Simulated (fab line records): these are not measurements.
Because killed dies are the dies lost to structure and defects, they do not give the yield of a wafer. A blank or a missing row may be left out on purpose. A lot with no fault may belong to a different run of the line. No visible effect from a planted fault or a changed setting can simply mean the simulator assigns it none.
Code-filled problem report in 8D (eight disciplines) form | flow gf180mcu | the parts of the form that need people (team, actions taken, sign-off) are left out

== 1. THE ISSUE ==
Mean HV_LDD_CVD_54_THK at GF_HV_LDD_THK_MEAS_55: 8.70 nm over 6 wafers in 2 lots; fault-free wafers: 10.09 nm, standard deviation 0.15. Relative to the usual mean, that is a shift of -9.3 standard deviations.
First seen on wafer L751.1, day 16 22:06, on filmMetro-02. The record has a number at this step for 42 wafers belonging to 14 lots. Rule for "out", or "out of limits": more than 4 standard deviations from the usual mean. The other wafers with a number count as sound.

== 2. WHAT IT IS; WHAT IT IS NOT ==
question                    | is                         | is not
which readings at this step | HV_LDD_CVD_54_THK          | -
which lots                  | L751, L753                 | L740, L741, L742, L743, L744, L745, L756, L758, L759, L761, L762, L763
which wafers of those lots  | all that have a number     | -
read on which gauges        | filmMetro-02, filmMetro-03 | filmMetro-04
when                        | from day 16 22:06          | up to then (18 sound wafers); but 18 sound wafers of L756, L758, L759, L761, L762, L763 came after

== 3. WHAT RULES OUT EACH SUSPECT ==
Counting: a tool stays on the suspect list if, at a process step up to the reading, it processed all lots that are out and no sound lot following the first of them.
- the gauge at GF_HV_LDD_THK_MEAS_55 is ruled out. The wafers that are out were read on 2 gauges (filmMetro-02, filmMetro-03).
- plasmaAsher-04 at GF_POLY_GATE_STRIP_14 (strips in O2/N2): ruled out as a lasting fault. Sound lots L758, L759, L762 ran on it after its first lot that is out, L751 (day 13 04:36).
- lpcvd-01 at GF_HV_LDD_CVD_54 (deposits SiO2 from TEOS, target thk 10 nm, time 75 s): ruled out as a lasting fault. Sound lots L761, L762 ran on it after its first lot that is out, L751 (day 16 21:04).
Left after counting: nothing in the record.

== 4. THE CAUSE (what the simulator had put in) ==
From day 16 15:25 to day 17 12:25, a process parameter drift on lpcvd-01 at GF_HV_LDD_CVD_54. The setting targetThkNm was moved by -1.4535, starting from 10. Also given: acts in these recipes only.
The count ruled it out by mistake, since the rule takes a fault to strike every lot its tool runs from the start of the fault on, and this one did not do so.

== 5. THE CHAIN OF EFFECTS, in route order ==
Each row: a reading where the mean over the struck wafers with a number is more than 3 standard deviations away from the usual. Only readings whose record carries a usual standard deviation are examined. hours: median over the lots of the time between each lot's start at the first step of this table that gives one and its start at this step. sigmas: the change, counted in usual standard deviations.
hours | step                  | reading           | usual    | on struck wafers | change | sigmas
0     | GF_HV_LDD_THK_MEAS_55 | HV_LDD_CVD_54_THK | 10.09 nm | 8.70             | -1.39  | -9.3
Later measuring or inspecting steps at which every struck wafer that the step has a row for has a number for every such reading, and none has moved that far: GF_NSD_TW_MEAS_12.

== 6. WHAT WOULD HAVE CAUGHT IT SOONER ==
Counted from the fault's start at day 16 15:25, it took 7 hours until the first out-of-limits reading at a measuring or inspecting step in this record, taken at day 16 22:06.
An alarm limit of 4 standard deviations would not have fired on the tool readings at GF_HV_LDD_CVD_54 for which the record gives a usual standard deviation, since none of them was out on any struck wafer.
